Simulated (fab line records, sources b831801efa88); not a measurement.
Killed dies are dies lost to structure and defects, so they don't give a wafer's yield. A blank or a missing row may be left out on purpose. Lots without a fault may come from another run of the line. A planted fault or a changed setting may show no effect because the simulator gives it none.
fab line records | flow sfq_line
record lots=14 wafers=42 last_day=94
route steps=325 shown M0@36
lots that met no fault: from a run of the same line without faults
start_h: hours from the record's first day to the start of the lot's first wafer shown | wait_h: hours since the lot's step before | " the same as in the row above | L1.1+2: a row that stands for several wafers | - no value, or no start given | * or withheld: withheld | < > ~ a bound
route shown NAME@n: a module of which the file shows steps, and the number in the route of the first | usual: mean/standard deviation of fault-free wafers | same: alike in all rows | chamber/n: place in a boat | sites: the reading at each site | _std_site: their standard deviation | _edge_site: outer sites' mean less inner sites' | radius_mm: how far each site lies from the wafer's centre | mask NAME#n: copy n | behind: the tool/chamber that last shaped the wafer | hold: why the lot was held/for how many hours/how that ended | device: the transistor (n, p or np) that didn't switch | end of line: the same wafers' tests at the end of the route | a step without rows: its recipe alone | killed: dies lost to structure and defects at the first sort, not the wafer's yield | map: a wafer's dies, x killed, . not, _ none there
set.NAME: the setting as run; set.NAME@STEP: as run at that earlier step | model.NAME: the simulator's own value behind a step, which no gauge read
steps of the route over a sample of lots; a table a step, a row a wafer
## steps
# step SFQ_TRILAYER_M0_LITHO_PEB_024
# recipe peb_temp_c=115 peb_time_s=60 resist=KrF
# usual heater_power_total_W=79.15/0.069
# columns lot.wafer tool chamber start_h wait_h heater_power_total_W
L717.2 litho_track-04 0 135.94 0.8 79.16
L717.5 " 0 " " 79.17
L717.6 " 0 " " 79.13
L718.3 litho_track-03 0 143.17 0.7 78.93
L718.5 " 0 " " 79.02
L718.6 " 0 " " 79.10
L721.3 litho_track-02 0 157.57 0.7 79.07
L721.5 " 0 " " 79.19
L721.6 " 0 " " 79.14
L724.2 litho_track-04 0 174.34 0.8 79.23
L724.3 " 0 " " 79.23
L724.4 " 0 " " 79.17
L726.1 litho_track-04 0 185.12 1.0 79.21
L726.2 " 0 " " 79.11
L726.4 " 0 " " 79.12
L727.3 litho_track-02 0 210.92 0.7 79.25
L727.4 " 0 " " 79.26
L727.6 " 0 " " 79.21
L729.1 litho_track-02 0 221.67 1.0 79.25
L729.2 " 0 " " 79.13
L729.5 " 0 " " 79.19
L733.1 litho_track-04 0 258.42 1.0 79.16
L733.5 " 0 " " 79.00
L733.6 " 0 " " 79.15
L734.1 litho_track-02 0 264.42 1.0 83.96
L734.2 " 0 " " 83.83
L734.5 " 0 " " 83.90
L735.1 litho_track-02 0 269.22 1.0 83.95
L735.2 " 0 " " 83.89
L735.6 " 0 " " 83.99
L737.1 litho_track-04 0 284.82 1.0 79.14
L737.2 " 0 " " 79.15
L737.3 " 0 " " 79.15
L738.1 litho_track-04 0 287.22 1.0 79.03
L738.2 " 0 " " 79.22
L738.4 " 0 " " 79.02
L739.1 litho_track-03 0 292.02 1.0 79.22
L739.5 " 0 " " 79.14
L739.6 " 0 " " 79.14
L740.1 litho_track-04 0 298.07 1.0 79.09
L740.4 " 0 " " 79.22
L740.5 " 0 " " 79.18
## key
first_sign step=SFQ_TRILAYER_M0_LITHO_PEB_024 reading=heater_power_total_W direction=up sigmas=69 usual=79.15 struck=83.92
effect none on later readings
met_at SFQ_TRILAYER_M0_LITHO_PEB_024
struck_lots L734,L735
onset_between 221.67 264.42
fault kind=process_parameter_drift tool=litho_track-02 chamber=- onset_h=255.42 steps=SFQ_TRILAYER_M0_LITHO_PEB_024 channel=peb_time_s offset=* shape=step end_h=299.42 acts_in=* stated=*
